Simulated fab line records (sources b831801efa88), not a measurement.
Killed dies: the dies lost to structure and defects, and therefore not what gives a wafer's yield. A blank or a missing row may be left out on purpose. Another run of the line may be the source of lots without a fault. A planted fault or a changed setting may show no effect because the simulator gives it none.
Comparing a struck lot with a sound one :: flow sfqLine :: 25 out of 325 route steps
Sound: the wafers L186.1, L186.2, L186.6. Struck: wafer L196.2 (left out: L196.6, a lot-mate that was not struck); the cause follows at the end.
For every step that has rows: the tool of each side, followed by ch and its chambers, followed by its first start. Under that, the readings that differ: sound wafers :: struck wafers :: difference of the means :: sigmas: that difference in standard deviations of wafers without a fault.
alike: readings whose means differ by less than 2 such deviations, and words and numbers that are the same on both sides. not compared: withheld readings, readings that some wafer has no value for, bounds like >300 that may hide the same value, and numbers for which the record gives no deviation and whose values overlap.
Wherever a step has rows on one side only, a row that says differs or no value, or a row with sigmas, the two part there. When numbers do not overlap yet have no deviation, they are printed without sigmas and do not part them. A reading missing from all wafers of one side parts the sides only when that side holds two or more wafers.

first, 6 steps without rows for these wafers: SFQ_TRILAYER_M7_LITHO_COAT_182 (resist thk 62 nm); SFQ_TRILAYER_M7_LITHO_COAT_177 (resist thk 600 nm); SFQ_TRILAYER_M7_LITHO_SOFTBAKE_181; SFQ_TRILAYER_M7_LITHO_EXPOSE_178 (exposes mask M7, target cd 500 nm); SFQ_TRILAYER_M7_LITHO_PEB_180 (peb time 60 s); SFQ_TRILAYER_M7_LITHO_DEVELOP_179 (time 60 s).
SFQ_M7_OVL_MEAS_945:
  sound on overlay-02 at day 62 16:54; struck on overlay-01 at day 68 14:36
reading: M7_OVL (nm)
sound: -15 -13 -20
struck: 14
difference: +30
sigmas: +4
SFQ_TRILAYER_M7_BARC_OPEN_METAL_ETCH_229: etches BARC in O2, target depth 125 nm, time 41.7 s.
  sound on rieMetal-02 ch 0,1, day 62 16:56; struck on rieMetal-03 ch 0, day 68 14:38
  alike: drypumpMotorCurrentA, heBacksideLeakSccm, oesProductAu
  not compared: rfHoursCounterH
SFQ_TRILAYER_M7_ETCH_METAL_ETCH_180: etches Nb in Cl2/Ar, stops on SiO2, target depth 240 nm, time 120 s.
  sound on rieMetal-02 ch 0,1, day 62 16:59; struck on rieMetal-03 ch 0, day 68 14:41
  alike: drypumpMotorCurrentA, heBacksideLeakSccm, oesProductAu
  not compared: rfHoursCounterH
SFQ_TRILAYER_M7_STRIP_STRIP_181: strips in O2.
  sound on rieMetal-02 ch 0,1, day 62 17:07; struck on rieMetal-03 ch 0, day 68 14:49
  alike: drypumpMotorCurrentA, heBacksideLeakSccm, oesProductAu
  not compared: rfHoursCounterH
then, 2 steps without rows for these wafers: SFQ_TRILAYER_M7_STRIP_SOLV_CLEAN_182 (cleans in NMP, time 600 s); SFQ_TRILAYER_I7_DEP_PECVD_183 (deposits SiO2 from SiH4/N2O, time 111.11 s, target thk 500 nm).
SFQ_TRILAYER_I7_CMP_CMP_184: polishes SiO2.
  sound on cmp-02 ch 0,1,2, day 63 05:53; struck on cmp-01 ch 3, day 68 22:49
reading: model.SiO2_of_TRILAYER_I7_DEP_PECVD_183.thkNm (nm)
sound: 199.7 198.9 199.3
struck: 219.8
difference: +20.5
sigmas: 
  alike: motorCurrentA, slurryFlowMlMin, timeToEndpointS
SFQ_I7_BOW_MEAS_946:
  sound on filmMetro-02 at day 63 07:53; struck on filmMetro-02 at day 69 02:10
  not compared: hold, I7_BOW
SFQ_TRILAYER_I7_METRO_MEASURE_185:
  sound on filmMetro-02 at day 63 08:01; struck on filmMetro-02 at day 69 04:29
reading: hold
sound: - - -
struck: awaitDispo/2.0h/release
difference: no value on the sound wafers
sigmas: 

reading: thkNm (nm)
sound: 199.8 198.9 199.2
struck: 219.8
difference: +20.5
sigmas: +23
then, 6 steps without rows for these wafers: SFQ_TRILAYER_I7_VIA_LITHO_COAT_192 (resist thk 62 nm); SFQ_TRILAYER_I7_VIA_LITHO_COAT_187 (resist thk 650 nm); SFQ_TRILAYER_I7_VIA_LITHO_SOFTBAKE_191; SFQ_TRILAYER_I7_VIA_LITHO_EXPOSE_188 (exposes mask I7, target cd 1000 nm); SFQ_TRILAYER_I7_VIA_LITHO_PEB_190 (peb time 60 s); SFQ_TRILAYER_I7_VIA_LITHO_DEVELOP_189 (time 60 s).
-- the record jumps here: 3 days lie between the struck wafers' starts before and after --
SFQ_I7_OVL_MEAS_947:
  sound on overlay-01 at day 64 17:56; struck on overlay-02 at day 71 23:39
  alike: I7_OVL
SFQ_TRILAYER_I7_VIA_BARC_OPEN_VIA_ETCH_260: etches BARC in O2, target depth 125 nm, time 41.7 s.
  sound on rieDiel-03 ch 0,1, day 64 17:59; struck on rieDiel-03 ch 0, day 71 23:41
  alike: drypumpMotorCurrentA, oesProductAu
  not compared: rfHoursCounterH
SFQ_TRILAYER_I7_VIA_ETCH_VIA_ETCH_190: etches SiO2 in CHF3, stops on Nb, target depth 260 nm.
  sound on rieDiel-03 ch 0,1, day 64 18:01; struck on rieDiel-03 ch 0, day 71 23:43
reading: oesProductAu (a.u.)
sound: 0.854 0.852 0.855
struck: 0.897
difference: +0.043
sigmas: +9

reading: model.I7.featureDepthNm (nm)
sound: 199.7 198.9 199.3
struck: 219.8
difference: +20.5
sigmas: 

reading: model.etch.depthNm (nm)
sound: 199.7 198.9 199.3
struck: 219.8
difference: +20.5
sigmas: 
  alike: drypumpMotorCurrentA
SFQ_TRILAYER_I7_VIA_STRIP_STRIP_191: strips in O2.
  sound on rieMetal-02 ch 0,1, day 64 18:08; struck on rieMetal-03 ch 1, day 72 00:02
reading: oesProductAu (a.u.)
sound: 1.016 0.997 1.002
struck: 1.025
difference: +0.020
sigmas: +2
  alike: drypumpMotorCurrentA, heBacksideLeakSccm
  not compared: rfHoursCounterH

== WHERE THEY PART ==
Last at SFQ_TRILAYER_I7_VIA_STRIP_STRIP_191 as far as this record goes, first at SFQ_M7_OVL_MEAS_945.

WHY: whatever the simulator had introduced
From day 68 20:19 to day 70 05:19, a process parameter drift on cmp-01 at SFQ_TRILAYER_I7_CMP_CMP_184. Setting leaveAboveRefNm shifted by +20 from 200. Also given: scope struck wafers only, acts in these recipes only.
